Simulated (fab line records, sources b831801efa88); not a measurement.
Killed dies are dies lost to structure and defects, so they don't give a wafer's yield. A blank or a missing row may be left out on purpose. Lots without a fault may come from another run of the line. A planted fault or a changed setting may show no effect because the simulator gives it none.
Which tool did it? | flow sfq_line | 14 lots, 42 wafers sampled, at 2 steps of a route of 325

WHAT THE GAUGES READ, wafer by wafer
The record holds no reading of a measuring or inspecting step that can be judged against a usual standard deviation.

WHICH TOOL RAN EACH LOT (tool, then ch and the chambers of the sampled wafers, then the start)
lot  | SFQ_TRILAYER_M1_LITHO_COAT_044    | SFQ_TRILAYER_M1_BARC_OPEN_METAL_ETCH_054
L142 | litho_track-01 ch 0, day 16 02:31 | rie_metal-03 ch 0,1, day 22 04:08
L143 | litho_track-03 ch 0, day 16 10:58 | rie_metal-04 ch 0,1, day 22 15:49
L144 | litho_track-03 ch 0, day 16 21:49 | rie_metal-04 ch 0,1, day 23 03:56
L145 | litho_track-04 ch 0, day 17 12:18 | rie_metal-04 ch 0, day 23 19:31
L146 | litho_track-04 ch 0, day 18 07:30 | rie_metal-02 ch 0,1, day 24 14:24
L147 | litho_track-01 ch 0, day 18 20:48 | rie_metal-02 ch 0,1, day 25 03:37
L149 | litho_track-04 ch 0, day 19 13:27 | rie_metal-03 ch 0,1, day 25 20:24
L154 | litho_track-01 ch 0, day 22 07:56 | rie_metal-02 ch 0,1, day 28 10:55
L156 | litho_track-04 ch 0, day 22 10:23 | rie_metal-04 ch 0,1, day 28 13:19
L157 | litho_track-04 ch 0, day 22 11:22 | rie_metal-02 ch 0,1, day 28 14:31
L159 | litho_track-01 ch 0, day 22 13:49 | rie_metal-04 ch 0,1, day 28 21:51
L161 | litho_track-03 ch 0, day 22 16:10 | rie_metal-04 ch 0,1, day 29 00:15
L162 | litho_track-03 ch 0, day 22 17:35 | rie_metal-04 ch 0,1, day 29 02:39
L163 | litho_track-01 ch 0, day 22 18:34 | rie_metal-04 ch 0,1, day 29 05:03
- SFQ_TRILAYER_M1_LITHO_COAT_044: resist thk 62 nm.
- SFQ_TRILAYER_M1_BARC_OPEN_METAL_ETCH_054: etches BARC in O2, target depth 125 nm, time 41.7 s.

WHAT THE TOOLS THEMSELVES READ (means of the sampled wafers that have a number; where no wafer has one, the mark that the record gives instead)
SFQ_TRILAYER_M1_BARC_OPEN_METAL_ETCH_054.
lot  | tool         | drypump_motor_current_A (A) | oes_product_au (a.u.)
L142 | rie_metal-03 | 5.7                         | 0.683
L143 | rie_metal-04 | 5.6                         | 0.686
L144 | rie_metal-04 | 5.6                         | 0.682
L145 | rie_metal-04 | 5.8                         | 0.681
L146 | rie_metal-02 | 6.3                         | 0.683
L147 | rie_metal-02 | 6.2                         | 0.686
L149 | rie_metal-03 | 5.7                         | 0.685
L154 | rie_metal-02 | 5.8                         | 0.683
L156 | rie_metal-04 | 5.7                         | 0.705
L157 | rie_metal-02 | 6.3                         | 0.704
L159 | rie_metal-04 | 5.6                         | 0.681
L161 | rie_metal-04 | 5.6                         | 0.684
L162 | rie_metal-04 | 5.6                         | 0.679
L163 | rie_metal-04 | 5.7                         | 0.678

THE ANSWER, worked out from the rows above alone
Rule: what is usual is taken from the lots themselves. Put in order of their means at a reading, lots are off if they are a third of the lots or fewer, leave a main group of 4 or more, and stand apart from it by a gap of 3 or more times the standard deviation of the main group's means; of several such gaps the widest counts. A main group whose means are all the same, to the digits that the tables above print for the reading, isn't used. A lot without any number at a reading at which 4 lots or more have one is off too. The other lots that the step has rows for count as sound. The gauges are gone through in route order, then the tools' own readings, and for those a lot's mean is taken as printed above. The first step at which some lot is off is used, and at that step the reading that is off furthest; a lot without a number counts as furthest.
Off: L156, L157, at SFQ_TRILAYER_M1_BARC_OPEN_METAL_ETCH_054 (oes_product_au). The main group: mean 0.683 a.u., standard deviation 0.0024.
A tool fits if, at that step or a process step before it, it ran every lot that is off, and no sound lot after the first of them. One fits: litho_track-04 at SFQ_TRILAYER_M1_LITHO_COAT_044. Its last sound lot is L149 (day 19 13:27), its first lot that is off L156 (day 22 10:23): a fault that began between those two fits.

WHAT THE SIMULATOR HAD PUT IN
Process parameter drift: litho_track-04, from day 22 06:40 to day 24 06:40, at SFQ_TRILAYER_M1_LITHO_COAT_044. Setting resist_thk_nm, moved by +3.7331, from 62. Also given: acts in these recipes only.
Lots struck among those shown: L156, L157. The rule above found the same.
